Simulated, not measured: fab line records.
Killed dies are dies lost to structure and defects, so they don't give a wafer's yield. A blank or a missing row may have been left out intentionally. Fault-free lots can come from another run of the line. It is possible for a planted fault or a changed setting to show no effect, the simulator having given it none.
Matching of chambers | flow sky130 | SKY_POLY_CUT_ETCH_11 on rie diel-02 has 4 sister chambers
The step etches Si3N4 in CF4/CH2F2/Ar, stops on poly-Si, time 42.5 s, target depth 60 nm. 8 wafers are shown with their chamber, then 7 later ones without.

## WAFERS PAIRED WITH THEIR CHAMBERS
wafer  | chamber | throttle valve pct (%) | oes product au (a.u.)
L172.5 | 2       | 15.011                 | 0.845
L177.1 | 1       | 14.999                 | 0.827
L177.5 | 1       | 14.993                 | 0.819
L179.2 | 2       | 14.998                 | 0.818
L179.4 | 3       | 14.986                 | 0.821
L179.6 | 0       | 14.993                 | 0.823
L185.1 | 3       | 14.996                 | 0.830
L185.3 | 0       | 14.989                 | 0.826

## WAFERS WHOSE CHAMBER IS MISSING
wafer  | throttle valve pct (%) | oes product au (a.u.)
L185.4 | 14.995                 | 0.827
L191.2 | 14.981                 | 0.829
L191.3 | 14.993                 | 0.832
L191.6 | 14.988                 | 0.832
L194.2 | 15.003                 | 0.833
L194.3 | 14.994                 | 0.827
L194.6 | 15.000                 | 0.830

## THE CHAMBER EACH PASSED THROUGH
wafer  | from the rows above               | in truth
L185.4 | can't be placed: 1 or 3 or 0 or 2 | 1
L191.2 | can't be placed: 3 or 0 or 1      | 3
L191.3 | can't be placed: 3 or 0 or 1 or 2 | 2
L191.6 | can't be placed: 3 or 0 or 1 or 2 | 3
L194.2 | can't be placed: 2 or 1 or 3 or 0 | 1
L194.3 | can't be placed: 1 or 3 or 0 or 2 | 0
L194.6 | can't be placed: 2 or 1 or 3 or 0 | 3
0 of 7 placed correctly. From these rows, 7 cannot be placed; in 7 the true chamber is one of the candidates. 0 placed wrongly.
How it was worked out, from the rows above alone: a wafer's distance from a chamber is the root of the sum, over the readings, of the square of ((its reading less the chamber's mean) divided by the reading's scatter). The wafer belongs to the nearest chamber; if the next one is less than 2 further off, it can't be placed. Each chamber's mean is taken over the wafers shown for it. How the scatter is found: for the shown wafers, subtract from each reading the mean of its chamber, square and add these, divide the total by (wafers less chambers), then take the root.
